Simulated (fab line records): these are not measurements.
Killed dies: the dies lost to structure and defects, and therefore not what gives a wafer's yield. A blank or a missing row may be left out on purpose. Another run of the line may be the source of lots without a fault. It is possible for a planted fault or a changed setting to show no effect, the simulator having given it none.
2 desks looking at one fault | flow gf180mcu | only its own numbers are on each desk; what lay behind them is given at the end

## AT THE METROLOGY DESK
Lot by lot, what the gauges showed, no matter which tool ran the lot: averages of those sampled wafers that carry a number. Marked OUT: a lot whose mean sits more than 4 standard deviations from the usual mean, which makes it out of limits; the brackets give that distance.
Columns: A = STI_OXIDATION_THK at GF_STI_THK_MEAS_02, usual 9.99 nm; B = MVSD_RS at GF_VT_IMPLANT_RS_MEAS_46, usual 457.1 ohm/sq
lot  | first seen here | A     | B
L895 | day 1 11:31     | 10.01 | 456.5
L896 | day 1 19:10     | 9.77  | 458.5
L897 | day 2 00:44     | 9.87  | 457.2
L898 | day 2 07:20     | 9.79  | 456.8
L899 | day 2 12:40     | 9.93  | 458.3
L900 | day 2 12:41     | 9.93  | 456.9
L901 | day 2 21:05     | 10.15 | 456.5
L902 | day 2 23:27     | 9.80  | 457.0
L903 | day 3 04:18     | 10.31 | 457.2
L904 | day 3 08:31     | 10.28 | 457.1
L912 | day 5 00:49     | 10.37 | 457.0
L914 | day 5 10:37     | 9.77  | 455.6
L915 | day 5 15:56     | 9.90  | 456.2
This desk's verdict: no lot among the 13 shows anything out of limits.

## DESK OF THE TOOL OWNER: rie si-02
The tool's own readings at GF_STI_ETCH_14 (etches Si in HBr/Cl2/O2, target depth 360 nm, time 102.9 s): means of the sampled wafers that have a number, for each lot that ran on this tool. Marked OUT: a lot whose mean sits more than 4 standard deviations from the usual mean, which makes it out of limits; the brackets give that distance.
Columns: A = drypump motor current A at GF_STI_ETCH_14, usual 5.9 A; B = oes product au at GF_STI_ETCH_14, usual 0.996 a.u.; C = run length s at GF_STI_ETCH_14, usual 131.4 s; D = throttle valve pct at GF_STI_ETCH_14, usual 25.659 %
lot  | first seen here | A   | B     | C                | D
L895 | day 2 01:54     | 5.9 | 0.988 | 131.4            | 25.663
L896 | day 2 09:23     | 6.2 | 0.994 | 130.9            | 25.664
L897 | day 2 14:26     | 6.2 | 0.994 | 131.9            | 25.670
L898 | day 2 21:23     | 6.2 | 0.993 | 131.5            | 25.656
L900 | day 3 01:35     | 5.8 | 1.004 | 130.8            | 25.663
L901 | day 3 12:04     | 5.6 | 0.997 | 131.5            | 25.653
L904 | day 3 23:25     | 6.1 | 0.992 | 131.5            | 25.664
L912 | day 5 18:00     | 6.5 | 0.994 | 132.9            | 25.659
L914 | day 6 02:45     | 6.1 | 1.006 | 136.6 (+10) OUT  | 25.658
L915 | day 6 08:42     | 6.5 | 0.998 | 134.9 (+7.0) OUT | 25.670
This desk finds L914, L915 out of limits, L914 being first, at day 6 02:45 (run length s at GF_STI_ETCH_14). In limits: L895, L896, L897, L898, L900, L901, L904, L912.

## BROUGHT TOGETHER
An alarm could have come from the tool owner's desk at day 6 02:45, on L914, L915.
The metrology desk saw nothing out of limits.
The metrology desk holds a record of L914, L915, inside its limits.
Every lot named ran GF_STI_ETCH_14 on rie si-02.

## WHAT THE SIMULATOR PUT IN
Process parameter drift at GF_STI_ETCH_14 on rie si-02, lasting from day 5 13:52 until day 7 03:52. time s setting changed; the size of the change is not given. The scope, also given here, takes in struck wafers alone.
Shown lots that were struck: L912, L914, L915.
Time in hours from fault onset to the first out-of-limits reading at each desk: the tool owner's desk, 13.
